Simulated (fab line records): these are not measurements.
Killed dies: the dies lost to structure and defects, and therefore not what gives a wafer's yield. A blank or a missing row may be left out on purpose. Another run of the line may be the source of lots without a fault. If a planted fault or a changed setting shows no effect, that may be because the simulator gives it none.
8D (eight disciplines) problem report, filled in by code -- flow sky130 -- the parts of the form that need people (team, actions taken, sign-off) are left out

## 1. THE PROBLEM
At SKY_VIA1_ETCH_14, rf fwd power W averages 414.6 W over 9 wafers from 3 lots, while fault-free wafers read 495.5 W, standard deviation 2.1. Measured from the usual mean, that is -39 standard deviations.
The step: etches BARC in N2/H2, stops on SiO2, time 45.9 s, target depth 60 nm.
First seen on wafer L574.2, day 36 03:14, on rie diel-01. At this step, 21 wafers from 7 lots have a number in the record. Rule for "out" (also "out of limits"): further than 4 standard deviations from the usual mean. All remaining wafers that have a number are taken as sound.

## 2. WHAT THIS IS AND IS NOT
question,is,is not
which readings at this step,rf fwd power W,"drypump motor current A, h2 flow sccm"
which lots,"L574, L575, L576","L584, L587, L590, L592"
which wafers of those lots,all that have a number,-
read on which tools,rie diel-01,"rie diel-03, rie diel-04"
when,from day 36 03:14,"up to then (0 sound wafers); but 12 sound wafers of L584, L587, L590, L592 came after"

## 3. THE SUSPECTS, EACH WITH WHAT RULES IT OUT
Counting: a tool stays on the suspect list if, at a process step up to the reading, it processed all lots that are out and no sound lot following the first of them.
- rie diel-01 at SKY_VIA1_ETCH_14 (etches BARC in N2/H2, stops on SiO2, time 45.9 s, target depth 60 nm): ruled out as a lasting fault. After its first lot that is out, L574 (day 36 03:14), sound lots L587, L592 ran on it.
Left after counting: nothing in the record.

## 4. THE CAUSE (what the simulator had put in)
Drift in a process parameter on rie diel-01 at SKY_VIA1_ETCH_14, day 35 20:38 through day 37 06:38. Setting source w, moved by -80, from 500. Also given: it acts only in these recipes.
Counting ruled it out, wrongly.

## 5. SEQUENCE OF EFFECTS, ordered by route
Each row: a reading whose mean over the struck wafers that have a number lies more than 3 standard deviations from the usual. Readings are gone through only where the record gives a usual standard deviation; hours: the median, over the lots, of the time from a lot's start at the first step in this table giving one to that lot's start at this step; sigmas: the change measured in usual standard deviations.
hours,step,reading,usual,on struck wafers,change,sigmas
0,SKY_VIA1_ETCH_14,rf fwd power W,495.5 W,414.6,-80.9,-39
Its process steps:
- SKY_VIA1_ETCH_14: etches BARC in N2/H2, stops on SiO2, time 45.9 s, target depth 60 nm.

## 6. HOW IT WOULD HAVE BEEN CAUGHT EARLIER
In this record the first reading out of limits was taken at day 36 03:14, 7 hours after the fault began at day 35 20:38.
